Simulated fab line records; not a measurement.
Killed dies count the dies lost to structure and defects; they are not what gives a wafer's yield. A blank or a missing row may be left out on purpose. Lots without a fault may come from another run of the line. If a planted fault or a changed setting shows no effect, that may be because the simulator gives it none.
Which tool is to blame? | flow gf180mcu | 42 wafers from 14 lots sampled at 4 of the route's 602 steps

WHAT EACH GAUGE READ, for each wafer
GF_CONTACT_BOW_MEAS_05.
lot  | measured     | on            | CONTACT_BOW (um)
L820 | day 15 10:19 | film-metro-03 | 70 78 74
L821 | day 15 15:06 | film-metro-03 | 63 66 64
L822 | day 15 17:56 | film-metro-01 | 72 65 58
L823 | day 16 01:14 | film-metro-01 | 58 61 67
L825 | day 16 22:15 | film-metro-01 | 61 68 73
L826 | day 17 14:38 | film-metro-01 | 66 57 65
L827 | day 18 00:35 | film-metro-04 | 64 64 79
L829 | day 18 12:16 | film-metro-03 | 69 53 73
L831 | day 19 12:44 | film-metro-01 | 71 68 62
L838 | day 21 17:49 | film-metro-04 | 63 64 65
L839 | day 22 05:24 | film-metro-04 | 69 63 69
L841 | day 22 20:34 | film-metro-03 | 66 66 51
L842 | day 23 03:34 | film-metro-01 | 58 68 61
L843 | day 23 04:43 | film-metro-03 | 64 68 52

GF_M2_THK_MEAS_06: measures by xrf.
lot  | measured     | on            | M2_ALCU_THK (nm)
L820 | day 18 13:41 | film-metro-03 | 444 441 442
L821 | day 18 17:25 | film-metro-01 | 455 453 452
L822 | day 18 18:35 | film-metro-02 | 452 460 458
L823 | day 19 02:39 | film-metro-01 | 451 440 453
L825 | day 20 02:16 | film-metro-02 | 453 449 452
L826 | day 20 19:26 | film-metro-01 | 448 441 451
L827 | day 21 05:56 | film-metro-03 | 439 441 441
L829 | day 21 17:50 | film-metro-03 | 452 455 457
L831 | day 22 17:17 | film-metro-03 | 451 450 450
L838 | day 24 19:10 | film-metro-01 | 453 441 451
L839 | day 25 04:58 | film-metro-01 | 449 449 447
L841 | day 25 18:22 | film-metro-01 | 448 446 451
L842 | day 26 01:38 | film-metro-01 | 446 448 450
L843 | day 26 01:49 | film-metro-03 | 444 441 446

GF_M2_CD_MEAS_14 targets a cd of 280 nm.
lot  | measured     | on        | cd-nm (nm)
L820 | day 19 13:10 | cd-sem-02 | 278.8 279.5 278.8
L821 | day 19 17:20 | cd-sem-02 | 279.3 280.0 278.9
L822 | day 19 18:37 | cd-sem-02 | 279.7 279.2 279.6
L823 | day 20 02:32 | cd-sem-02 | 279.8 280.0 279.5
L825 | day 21 02:38 | cd-sem-01 | 280.7 279.8 281.7
L826 | day 21 19:08 | cd-sem-02 | 280.0 279.8 280.4
L827 | day 22 05:26 | cd-sem-02 | 278.0 277.7 279.1
L829 | day 22 17:25 | cd-sem-01 | 279.3 279.8 279.5
L831 | day 23 16:13 | cd-sem-01 | 278.1 279.5 279.0
L838 | day 25 15:15 | cd-sem-01 | 281.4 281.2 281.7
L839 | day 26 01:41 | cd-sem-02 | 279.0 279.1 277.8
L841 | day 26 14:50 | cd-sem-01 | 282.1 280.6 281.9
L842 | day 26 21:22 | cd-sem-01 | 280.1 281.2 280.9
L843 | day 26 21:52 | cd-sem-02 | 277.4 278.8 278.1

WHICH TOOL RAN EACH LOT (tool, then ch and the chambers of the sampled wafers, then the start)
lot  | GF_V1_ETCH_17
L820 | rie-diel-01 ch 0,2, day 18 12:00
L821 | rie-diel-02 ch 0,1,2, day 18 15:00
L822 | rie-diel-04 ch 0,3, day 18 16:00
L823 | rie-diel-02 ch 2,3, day 19 00:00
L825 | rie-diel-01 ch 0,1,2, day 20 00:00
L826 | rie-diel-04 ch 0,2,3, day 20 17:00
L827 | rie-diel-04 ch 2,3, day 21 04:00
L829 | rie-diel-04 ch 1,3, day 21 15:00
L831 | rie-diel-04 ch 0,2,3, day 22 15:00
L838 | rie-diel-02 ch 2,3, day 24 17:00
L839 | rie-diel-02 ch 0,2,3, day 25 03:00
L841 | rie-diel-04 ch 0,2,3, day 25 16:00
L842 | rie-diel-04 ch 1,3, day 25 23:00
L843 | rie-diel-02 ch 0,1, day 26 00:00
- GF_V1_ETCH_17: etches SiO2 in C4F8/O2/Ar, stops on TiN, target depth 630 nm.

WHAT THE TOOLS THEMSELVES READ (means of the sampled wafers that have a number; where no wafer has one, the mark that the record gives instead)
GF_V1_ETCH_17.
lot  | tool        | bias-w (W) | oes-product-au (a.u.)
L820 | rie-diel-01 | 1197       | 0.855
L821 | rie-diel-02 | 1202       | 0.856
L822 | rie-diel-04 | 1201       | 0.857
L823 | rie-diel-02 | 1196       | 0.861
L825 | rie-diel-01 | 1201       | 0.858
L826 | rie-diel-04 | 1203       | 0.864
L827 | rie-diel-04 | 1202       | 0.857
L829 | rie-diel-04 | 1211       | 0.855
L831 | rie-diel-04 | 1210       | 0.861
L838 | rie-diel-02 | 1203       | 0.854
L839 | rie-diel-02 | 1200       | 0.860
L841 | rie-diel-04 | 1198       | 0.856
L842 | rie-diel-04 | 1202       | 0.853
L843 | rie-diel-02 | 1206       | 0.862

THE ANSWER, worked out from the rows above alone
Rule: the usual values come from the lots themselves. Put in order of their means at a reading, lots are off if they are a third of the lots or fewer, leave a main group of 4 or more, and stand apart from it by a gap of 3 or more times the standard deviation of the main group's means; of several such gaps the widest counts. The tables above print the reading to a certain number of digits; a main group whose means all agree to those digits is not used. Also off: a lot with no number at a reading for which 4 or more lots have one. Where the step has rows for the other lots, those lots are counted as sound. First the gauges in route order, then the tools' own readings, where a lot's mean is used as printed above. The first step at which some lot is off is used, and at that step the reading that is off furthest; a lot without a number counts as furthest.
No lot is off at any reading shown: from this, nothing can be told.

WHAT WAS PUT IN BY THE SIMULATOR
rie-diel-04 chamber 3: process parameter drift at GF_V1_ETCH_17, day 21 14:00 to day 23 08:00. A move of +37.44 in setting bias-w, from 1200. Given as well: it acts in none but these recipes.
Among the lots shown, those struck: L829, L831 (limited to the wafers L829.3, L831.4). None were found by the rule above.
